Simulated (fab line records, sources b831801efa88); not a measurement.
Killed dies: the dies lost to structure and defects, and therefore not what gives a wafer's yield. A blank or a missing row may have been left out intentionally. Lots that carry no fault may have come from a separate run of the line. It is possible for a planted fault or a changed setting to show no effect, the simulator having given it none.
Which tool did it?	flow gf180mcu	18 wafers from 6 lots sampled at 2 of the route's 602 steps

WHAT EACH GAUGE READ, for each wafer
GF_HV_LDD_TW_MEAS_23.
lot	measured	on	HV_LDD_2_TW
L468	day 11 08:01	film-metro-02	1037 1030 1030
L472	day 11 21:52	film-metro-03	1070 1081 1073
L473	day 12 07:24	film-metro-01	1040 1047 1047
L479	day 14 02:53	film-metro-01	1046 1041 1040
L484	day 15 21:33	film-metro-03	1072 1064 1065
L488	day 18 02:00	film-metro-03	1072 1074 1072

WHICH TOOL RAN EACH LOT (tool, then ch and the chambers of the sampled wafers, then the start)
lot	GF_VT_IMPLANT_STRIP_20
L468	plasma-asher-01 ch 0,1, day 6 18:34
L472	plasma-asher-02 ch 0,1, day 7 04:32
L473	plasma-asher-04 ch 0,1, day 7 14:01
L479	plasma-asher-02 ch 0,1, day 9 01:28
L484	plasma-asher-02 ch 0, day 10 09:23
L488	plasma-asher-04 ch 0,1, day 12 05:34
- GF_VT_IMPLANT_STRIP_20: strips in O2/N2.

THE ANSWER, worked out from the rows above alone
Rule: the lots themselves supply what counts as usual. The widest of any qualifying gaps counts: lots, ordered by their means at a reading, are off when they make up no more than a third of the lots, leave a main group of 4 or more, and stand apart from it by 3 or more times the standard deviation of that group's means. If all means in a main group match to the digits the tables above print for the reading, that group is not used. A lot without any number at a reading at which 4 lots or more have one is off too. All remaining lots with rows at the step are treated as sound.
None of the lots is off at any reading shown; this tells nothing.

WHAT WAS PUT IN BY THE SIMULATOR
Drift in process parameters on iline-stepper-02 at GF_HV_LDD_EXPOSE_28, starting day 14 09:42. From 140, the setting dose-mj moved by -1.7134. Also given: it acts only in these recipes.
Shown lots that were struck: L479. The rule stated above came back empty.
